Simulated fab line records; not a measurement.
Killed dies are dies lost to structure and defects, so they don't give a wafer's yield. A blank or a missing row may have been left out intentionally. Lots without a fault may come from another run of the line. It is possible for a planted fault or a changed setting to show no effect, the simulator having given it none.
Problem report, 8D (eight disciplines) form, completed by code -- flow sky130 -- the parts of the form that need people (team, actions taken, sign-off) are left out

== 1. PROBLEM STATEMENT ==
At SKY_FIELD_ISO_WET_ETCH_18, run length s averages 488.3 s over 6 wafers from 2 lots, while fault-free wafers read 313.3 s, standard deviation 2.7. That puts it +65 standard deviations away from the usual mean.
The step: etches Si3N4 in H3PO4, target depth 25 nm, time 286 s.
First seen on wafer L269.3, day 6 11:02, on wet bench-04. The record has a number at this step for 18 wafers belonging to 6 lots. Rule for "out" (also "out of limits"): further than 4 standard deviations from the usual mean. The other wafers with a number count as sound.

== 2. WHAT IT IS, AND WHAT IT ISN'T ==
question,is,is not
which readings at this step,run length s,-
which lots,"L269, L272","L251, L256, L262, L271"
which wafers of those lots,all that have a number,-
read on which tools,wet bench-04,"wet bench-01, wet bench-03"
when,from day 6 11:02,up to then (9 sound wafers); but 3 sound wafers of L271 came after

== 3. THE SUSPECTS, EACH WITH WHAT RULES IT OUT ==
Counting: a tool stays on the suspect list if, at a process step up to the reading, it processed all lots that are out and no sound lot following the first of them.
- plasma asher-01 at SKY_FIELD_ISO_STRIP_16 (strips in O2/N2): ruled out as a lasting fault. After its first lot that is out, L269 (day 6 10:53), sound lots L271 ran on it.
- rie si-02 at SKY_FIELD_ISO_ETCH_17 (etches Si in HBr/Cl2/O2, target depth 342 nm, time 97.7 s): ruled out as a lasting fault. After its first lot that is out, L269 (day 6 10:58), sound lots L271 ran on it.
- wet bench-04 at SKY_FIELD_ISO_WET_ETCH_18 (etches Si3N4 in H3PO4, target depth 25 nm, time 286 s): kept. All lots that are out passed through it, beginning with L269 at day 6 11:02, and no sound lot followed; its final sound lot before that point was L251 at day 2 11:17. Out on those wafers are its own readings of run length s.
Left after counting: wet bench-04 at SKY_FIELD_ISO_WET_ETCH_18.

== 4. THE CAUSE (what the simulator had put in) ==
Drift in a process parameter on wet bench-04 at SKY_FIELD_ISO_WET_ETCH_18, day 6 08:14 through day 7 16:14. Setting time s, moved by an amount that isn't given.
After counting, this tool was the only one left.

== 5. THE EFFECT CHAIN, in route order ==
Each row: a reading whose mean over the struck wafers that have a number lies more than 3 standard deviations from the usual. Scope: only readings with a usual standard deviation given in the record; hours: median across lots of the time from each lot's start at the first step in this table that gives one to its start at this step; sigmas: change in usual standard deviations.
hours,step,reading,usual,on struck wafers,change,sigmas
0,SKY_FIELD_ISO_WET_ETCH_18,run length s,313.3 s,488.3,+175.0,+65
The process steps in it:
- SKY_FIELD_ISO_WET_ETCH_18: etches Si3N4 in H3PO4, target depth 25 nm, time 286 s.
Later steps that measure or inspect, where all struck wafers having a row at the step show a number for every such reading and not one has moved that far: SKY_FIELD_ISO_THK_MEAS_23, SKY_FIELD_ISO_THK_MEAS_25.

== 6. WHAT WOULD HAVE CAUGHT IT SOONER ==
In this record the first reading out of limits was taken at day 6 11:02, 3 hours after the fault began at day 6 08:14.
